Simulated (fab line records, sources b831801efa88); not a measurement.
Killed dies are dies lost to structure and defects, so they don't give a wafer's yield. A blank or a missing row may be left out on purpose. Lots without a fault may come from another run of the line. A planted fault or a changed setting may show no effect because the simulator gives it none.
A struck lot beside a sound one | flow sky130 | 15 steps out of a route of 708
Sound: wafers L315.2, L315.3, L315.5. Struck: wafer L330.4. (L330.2, L330.6 of the same lot were not struck and are left out.) The cause comes at the end.
At each step with rows: each side's tool, then ch and its chambers, then its first start. Under that, the readings that differ: sound wafers | struck wafers | difference of the means | sigmas: that difference in standard deviations of wafers without a fault.
alike: readings whose means differ by less than 2 such deviations, and words and numbers that are the same on both sides. not compared: withheld readings, readings that some wafer has no value for, bounds like >300 that may hide the same value, and numbers for which the record gives no deviation and whose values overlap.
The two part at a step that has a row with sigmas, a row that says differs or no value, or rows on one side only. Numbers that don't overlap but have no deviation are shown without sigmas and don't part them. A reading that every wafer of one side lacks parts them only if that side has two wafers or more.

SKY_VIA1_OVL_MEAS_13:
  sound on overlay-02, day 33 21:49; struck on overlay-01, day 38 20:37
  reading       | sound    | struck | difference | sigmas
  VIA1_OVL (nm) | 10 15 11 | -2     | -14        | -2
SKY_VIA1_ETCH_14: etches BARC in N2/H2, stops on SiO2, time 45.9 s, target depth 60 nm.
  sound on rie_diel-02 ch 0,1,2, day 33 21:51; struck on rie_diel-02 ch 2, day 38 20:39
  reading             | sound             | struck | difference | sigmas
  h2_flow_sccm (sccm) | 199.5 198.9 200.0 | 200.8  | +1.3       | +2
  alike: bias_w, drypump_motor_current_A, oes_product_au, throttle_valve_pct
  not compared: rf_hours_counter_h
then, 1 step without rows for these wafers: SKY_VIA1_ETCH_15 (etches SiO2 in C4F8/O2/Ar, stops on TiN, target depth 351 nm, time 54 s).
SKY_VIA1_STRIP_16: strips in O2/N2.
  sound on plasma_asher-02 ch 0,1, day 33 21:56; struck on plasma_asher-04 ch 0, day 38 20:44
  reading                      | sound             | struck | difference | sigmas
  strip_time_to_endpoint_s (s) | 4.457 4.494 4.456 | 4.403  | -0.066     | -3
  alike: drypump_motor_current_A, oes_product_au
  not compared: rf_hours_counter_h
then, 4 steps without rows for these wafers: SKY_VIA1_STRIP_17 (strips in post etch residue remover, time 1200 s); SKY_VIA1_CLEAN_18 (cleans in IPA, time 180 s); SKY_VIA1_CLEAN_19 (cleans in O3/DIW); SKY_VIA1_SPUTTER_20 (material TiN, target thk 20 nm, time 80 s).
SKY_VIA1_CVD_21: deposits W, target thk 270 nm, time 80.902 s.
  sound on cvd_w-01 ch 0,1, day 33 22:35; struck on cvd_w-02 ch 0, day 39 06:30
  alike: heater_power_w
SKY_VIA1_RS_MEAS_22: measures by four-point-probe.
  sound on film_metro-03, day 33 22:42; struck on film_metro-02, day 39 06:37
  alike: VIA1_W_RS
SKY_VIA1_THK_MEAS_23: measures by xrf.
  sound on film_metro-03, day 33 22:49; struck on film_metro-02, day 39 06:43
  alike: VIA1_W_THK
SKY_VIA1_CMP_24: polishes, stops on SiO2, t overpolish 15 s, target thk 0 nm.
  sound on cmp-01 ch 0,1, day 33 22:52; struck on cmp-02 ch 3, day 39 06:58
  alike: motor_current_A, overpolish_run_s, platen_rpm, time_to_endpoint_s
SKY_METAL2_SPUTTER_00: material Ti, target thk 15 nm, time 10 s.
  sound on pvd_sputter-03, day 33 23:10; struck on pvd_sputter-02, day 39 07:10
  reading                                   | sound             | struck | difference | sigmas
  model.Ti_of_METAL2_SPUTTER_00.thk_nm (nm) | 15.08 15.03 15.23 | 22.43  | +7.32      |
  alike: throttle_valve_pct
SKY_METAL2_SPUTTER_01: material TiN, target thk 20 nm, time 16.7 s.
  sound on pvd_sputter-03, day 33 23:11; struck on pvd_sputter-02, day 39 07:11
  alike: throttle_valve_pct
-- the record jumps here: 10 days lie between the struck wafers' starts before and after (it left off in module METAL2 and takes up again in module PAD_OPEN, whose first step shown is number 708 of the route) --
SKY_PAD_OPEN_PROBE_99:
  sound on prober-02, day 45 19:52; struck on prober-01, day 49 17:52
  reading            | sound    | struck | difference | sigmas
  killed_at_M0_to_M3 | 60 47 44 | 35     | -15        | -2
  alike: defect_limited_yield, killed_at_M4_up, killed_at_contacts, killed_at_front_end, killed_at_other, killed_dies, killed_open, killed_short, sort_bin_3_pad_short, sort_bin_5_function, sort_bin_6_memory, sort_n_pass, sort_yield_pct

WHERE THEY PART
First at SKY_VIA1_OVL_MEAS_13; last, within this record, at SKY_PAD_OPEN_PROBE_99.

WHY: what the simulator had put in
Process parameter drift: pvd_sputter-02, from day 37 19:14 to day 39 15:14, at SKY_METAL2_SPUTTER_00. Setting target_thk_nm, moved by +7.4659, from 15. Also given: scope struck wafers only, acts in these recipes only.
